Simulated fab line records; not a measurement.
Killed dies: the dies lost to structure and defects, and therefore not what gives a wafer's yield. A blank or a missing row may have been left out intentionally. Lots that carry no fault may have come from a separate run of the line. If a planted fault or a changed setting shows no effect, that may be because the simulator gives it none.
Comparing a struck lot with a sound one | flow sky130 | 16 steps out of a route of 708
Sound: these wafers, L498.2, L498.5, L498.6. Wafers L505.1, L505.4, L505.6 were the ones struck. The cause is named last.
At each step with rows: each side's tool, then ch and its chambers, then its first start. Under that, the readings that differ: sound wafers | struck wafers | difference of the means | sigmas: that difference in standard deviations of wafers without a fault.
alike: words and numbers the same on both sides, and readings whose means are apart by under 2 such deviations; not compared: readings that were withheld, readings missing a value for some wafer, numbers with overlapping values and no deviation given by the record, and bounds like >300 which may hide the same value.
The two part at a step that has a row with sigmas, a row that says differs or no value, or rows on one side only. Non-overlapping numbers with no deviation appear without sigmas and do not part them. Lack of a reading on every wafer of one side parts them only where that side has two or more wafers.

SKY_CAPM_THK_MEAS_01:
  struck on film_metro-02, day 39 22:17; sound on film_metro-02, day 37 06:27
  alike: CAPM_CVD_00_THK
SKY_CAPM_SPUTTER_02: material TiN, target thk 200 nm, time 166.7 s.
  struck on pvd_sputter-01, day 39 22:20; sound on pvd_sputter-04, day 37 06:30
  alike: cathode_dc_power_W, throttle_valve_pct
SKY_CAPM_RS_MEAS_03: a four-point-probe measurement.
  struck on film_metro-04, day 39 22:27; sound on film_metro-03, day 37 06:38
  alike: CAPM_TIN_RS
SKY_CAPM_THK_MEAS_04: measures by xrf.
  struck on film_metro-04, day 39 22:34; sound on film_metro-03, day 37 06:44
  alike: CAPM_TIN_THK
then, 7 steps without rows for these wafers: SKY_CAPM_DEHYDRATE_05 (time 60 s); SKY_CAPM_HMDS_06 (prime time 60 s); SKY_CAPM_COAT_07 (resist thk 1140 nm); SKY_CAPM_SOFTBAKE_08 (time 60 s); SKY_CAPM_EXPOSE_09 (exposes mask CAPM, target cd 1000 nm); SKY_CAPM_PEB_10; SKY_CAPM_DEVELOP_11 (develop time 60 s).
SKY_CAPM_OVL_MEAS_12:
  struck on overlay-02, day 40 23:05; sound on overlay-02, day 38 07:42
  alike: CAPM_OVL
SKY_CAPM_METAL_ETCH_13: etches TiN in Cl2/BCl3, stops on SiO2, target depth 220 nm, time 62.9 s.
  sound on rie_metal-01 ch 0,1, day 38 07:44; struck on rie_metal-01 ch 0,1, day 40 23:07
  reading                                   | sound                | struck               | difference | sigmas
  oes_product_au (a.u.)                     | 0.952 0.951 0.951    | 0.920 0.907 0.905    | -0.041     | -5
  rf_fwd_power_W (W)                        | 894 890 895          | 748 749 748          | -145       | -40
  throttle_valve_pct (%)                    | 21.893 21.891 21.913 | 21.911 21.931 21.929 | +0.025     | +2
  model.NOVOLAK_of_CAPM_COAT_07.thk_nm (nm) | 992 991.5 989.6      | 1014 1015 1019       | +25        |
  model.etch.depth_nm (nm)                  | 201.4 202.3 200.3    | 193 189.8 187.3      | -11        |
  model.CAPM.feature_depth_nm (nm)          | 201.4 202.3 200.3    | 193 189.8 187.3      | -11        |
  alike: drypump_motor_current_A
  not compared: rf_hours_counter_h
SKY_CAPM_STRIP_14: strips in O2/N2.
  sound on plasma_asher-02 ch 0,1, day 38 07:49; struck on plasma_asher-01 ch 0,1, day 40 23:12
  reading                      | sound             | struck            | difference | sigmas
  strip_time_to_endpoint_s (s) | 12.63 12.63 12.61 | 12.81 12.82 12.88 | +0.21      | +4
  alike: drypump_motor_current_A, oes_product_au
  not compared: rf_hours_counter_h
then, 1 step without rows for these wafers: SKY_CAPM_STRIP_15 (strips in post etch residue remover, time 1200 s).
-- the record jumps here: 8 days lie between the struck wafers' starts before and after (it left off in module CAPM and takes up again in module PAD_OPEN, whose first step shown is number 708 of the route) --
SKY_PAD_OPEN_PROBE_99:
  struck on prober-02, day 48 13:55; sound on prober-01, day 46 15:11
  reading                                    | sound                          | struck            | difference | sigmas
  model.etest.met3.line_ohm_um               | 0.1431 0.1399 0.1412           | 692.1 484.7 428.6 | +535.0     |
  model.etest.tester.sort_n_pass             | 412 418 422                    | 0 0 0             | -417       |
  model.etest.via3_chain.rc_ohm              | 9.641 9.678 10.14              | 541.3 364.7 323.2 | +399.9     |
  model.etest.met3.rs_ohm_sq                 | 0.0426 0.04234 0.04225         | 209.7 143.8 127.6 | +160.3     |
  model.etest.tester.sort_yield_pct (%)      | 83.74 84.96 85.77              | 0 0 0             | -85        |
  model.etest.tester.sort_bin_4_pct (%)      | 0 0 0                          | 81.5 85.98 82.93  | +83.5      |
  model.etest.met3.rs_ohm_sq_rim_less_centre | -0.0005771 0.0003932 -0.000105 | 30.76 5.429 7.581 | +14.59     |
  model.etest.res_deep_nwell.open            | 0 0 0                          | 1 1 1             | +1         |
  alike: defect_limited_yield, killed_at_M0_to_M3, killed_at_M4_up, killed_at_contacts, killed_at_front_end, killed_at_other, killed_dies, killed_open, killed_short

== WHERE THEY PART ==
First at SKY_CAPM_METAL_ETCH_13; last, within this record, at SKY_CAPM_STRIP_14. Later steps at which nothing parts them and some readings are alike: SKY_PAD_OPEN_PROBE_99.

WHY: what the simulator had put in
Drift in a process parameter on rie_metal-01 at SKY_CAPM_METAL_ETCH_13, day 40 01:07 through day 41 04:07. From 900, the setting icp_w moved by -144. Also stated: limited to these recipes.
